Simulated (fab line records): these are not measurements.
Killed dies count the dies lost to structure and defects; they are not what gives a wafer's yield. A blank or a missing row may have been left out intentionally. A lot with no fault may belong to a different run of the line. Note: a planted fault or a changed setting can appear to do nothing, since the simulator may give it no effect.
Which tool is to blame? + flow sky130 + 42 wafers from 14 lots sampled at 2 of the route's 708 steps

## WHAT THE GAUGES SHOWED, per wafer
Not one reading of a measure or inspect step in the record can be checked against a usual standard deviation.

## EACH LOT AND THE TOOL THAT RAN IT (in order: tool; ch and the chambers of the sampled wafers; start)
| lot  | SKY_LDD_N_IMPLANT_14            | SKY_LDD_N_STRIP_16                   |
|------|---------------------------------|--------------------------------------|
| L185 | implanter-04 ch 0, day 17 23:59 | plasma-asher-03 ch 0,1, day 18 00:17 |
| L188 | implanter-03 ch 0, day 19 09:14 | plasma-asher-03 ch 0,1, day 19 09:31 |
| L189 | implanter-03 ch 0, day 19 19:05 | plasma-asher-02 ch 0,1, day 19 19:22 |
| L190 | implanter-01 ch 0, day 20 08:14 | plasma-asher-03 ch 0,1, day 20 08:31 |
| L193 | implanter-01 ch 0, day 21 06:28 | plasma-asher-01 ch 0,1, day 21 06:46 |
| L194 | implanter-03 ch 0, day 21 11:02 | plasma-asher-02 ch 0,1, day 21 11:19 |
| L195 | implanter-03 ch 0, day 21 21:25 | plasma-asher-01 ch 0,1, day 21 21:41 |
| L196 | implanter-01 ch 0, day 22 09:23 | plasma-asher-02 ch 0,1, day 22 09:41 |
| L197 | implanter-03 ch 0, day 22 22:43 | plasma-asher-02 ch 0,1, day 22 22:59 |
| L203 | implanter-01 ch 0, day 24 20:37 | plasma-asher-02 ch 0,1, day 24 20:55 |
| L204 | implanter-04 ch 0, day 25 07:31 | plasma-asher-01 ch 0,1, day 25 07:49 |
| L205 | implanter-03 ch 0, day 25 15:15 | plasma-asher-02 ch 0,1, day 25 15:31 |
| L206 | implanter-03 ch 0, day 25 17:31 | plasma-asher-02 ch 0,1, day 25 17:49 |
| L207 | implanter-04 ch 0, day 26 04:49 | plasma-asher-01 ch 0,1, day 26 05:07 |
- SKY_LDD_N_IMPLANT_14
- SKY_LDD_N_STRIP_16: strips in O2/N2.

## AS READ BY THE TOOLS THEMSELVES (means over the sampled wafers that have a number; for cases with no such wafer, the mark the record gives instead)
SKY_LDD_N_IMPLANT_14. Usual: dose-ions-cm2 4.999e+12, standard deviation 5.7e+09; faraday-current-uA 28.2, standard deviation 0.57.
| lot  | tool         | dose-ions-cm2 | faraday-current-uA | flag |
|------|--------------|---------------|--------------------|------|
| L185 | implanter-04 | 4.991e+12     | 27.7               |      |
| L188 | implanter-03 | 4.993e+12     | 28.4               |      |
| L189 | implanter-03 | 5.001e+12     | 28.2               |      |
| L190 | implanter-01 | 5.000e+12     | 28.8               |      |
| L193 | implanter-01 | 5.000e+12     | 27.8               |      |
| L194 | implanter-03 | 4.999e+12     | 28.6               |      |
| L195 | implanter-03 | 3.672e+13     | 210.5              | OFF  |
| L196 | implanter-01 | 5.000e+12     | 28.3               |      |
| L197 | implanter-03 | 3.673e+13     | 207.7              | OFF  |
| L203 | implanter-01 | 5.000e+12     | 28.5               |      |
| L204 | implanter-04 | 4.999e+12     | 28.4               |      |
| L205 | implanter-03 | 4.994e+12     | 27.5               |      |
| L206 | implanter-03 | 5.002e+12     | 28.0               |      |
| L207 | implanter-04 | 4.997e+12     | 28.7               |      |

SKY_LDD_N_STRIP_16. Usual: drypump-motor-current-A 5.8 A, standard deviation 0.51; o2-flow-sccm 3001 sccm, standard deviation 7.7; oes-product-au 0.407 a.u., standard deviation 0.0046; strip-time-to-endpoint-s 4.315 s, standard deviation 0.015.
| lot  | tool            | drypump-motor-current-A (A) | o2-flow-sccm (sccm) | oes-product-au (a.u.) | strip-time-to-endpoint-s (s) | flag |
|------|-----------------|-----------------------------|---------------------|-----------------------|------------------------------|------|
| L185 | plasma-asher-03 | 5.8                         | 3000                | 0.407                 | 4.306                        |      |
| L188 | plasma-asher-03 | 5.8                         | 3003                | 0.411                 | 4.317                        |      |
| L189 | plasma-asher-02 | 5.5                         | 3005                | 0.406                 | 4.302                        |      |
| L190 | plasma-asher-03 | 5.8                         | 2993                | 0.409                 | 4.325                        |      |
| L193 | plasma-asher-01 | 6.0                         | 3007                | 0.411                 | 4.319                        |      |
| L194 | plasma-asher-02 | 5.5                         | 3009                | 0.405                 | 4.309                        |      |
| L195 | plasma-asher-01 | 6.1                         | 3003                | 0.408                 | 4.413                        | OFF  |
| L196 | plasma-asher-02 | 5.5                         | 3003                | 0.404                 | 4.313                        |      |
| L197 | plasma-asher-02 | 6.0                         | 2998                | 0.406                 | 4.382                        | OFF  |
| L203 | plasma-asher-02 | 5.5                         | 2996                | 0.409                 | 4.323                        |      |
| L204 | plasma-asher-01 | 6.0                         | 3004                | 0.406                 | 4.324                        |      |
| L205 | plasma-asher-02 | 5.5                         | 3001                | 0.405                 | 4.325                        |      |
| L206 | plasma-asher-02 | 5.5                         | 3000                | 0.413                 | 4.321                        |      |
| L207 | plasma-asher-01 | 6.0                         | 3007                | 0.406                 | 4.315                        |      |

## THE ANSWER, worked out from the rows above alone
Rule: lot off if the mean of its wafers having a number is beyond 3 standard deviations from the usual mean. A lot without any number at a reading at which 4 lots or more have one is off too. All remaining lots with rows at the step are treated as sound. The gauges are gone through in route order, then the tools' own readings, and for those a lot's mean is taken as printed above. At the first step where some lot is off, the reading lying furthest off is the one used; lots without a number count as furthest.
Off at SKY_LDD_N_IMPLANT_14 (dose-ions-cm2): L195, L197.
A tool fits if, at that step or a process step before it, it ran every lot that is off, and no sound lot after the first of them. Of those tried, none fits.

## WHAT WAS PUT IN BY THE SIMULATOR
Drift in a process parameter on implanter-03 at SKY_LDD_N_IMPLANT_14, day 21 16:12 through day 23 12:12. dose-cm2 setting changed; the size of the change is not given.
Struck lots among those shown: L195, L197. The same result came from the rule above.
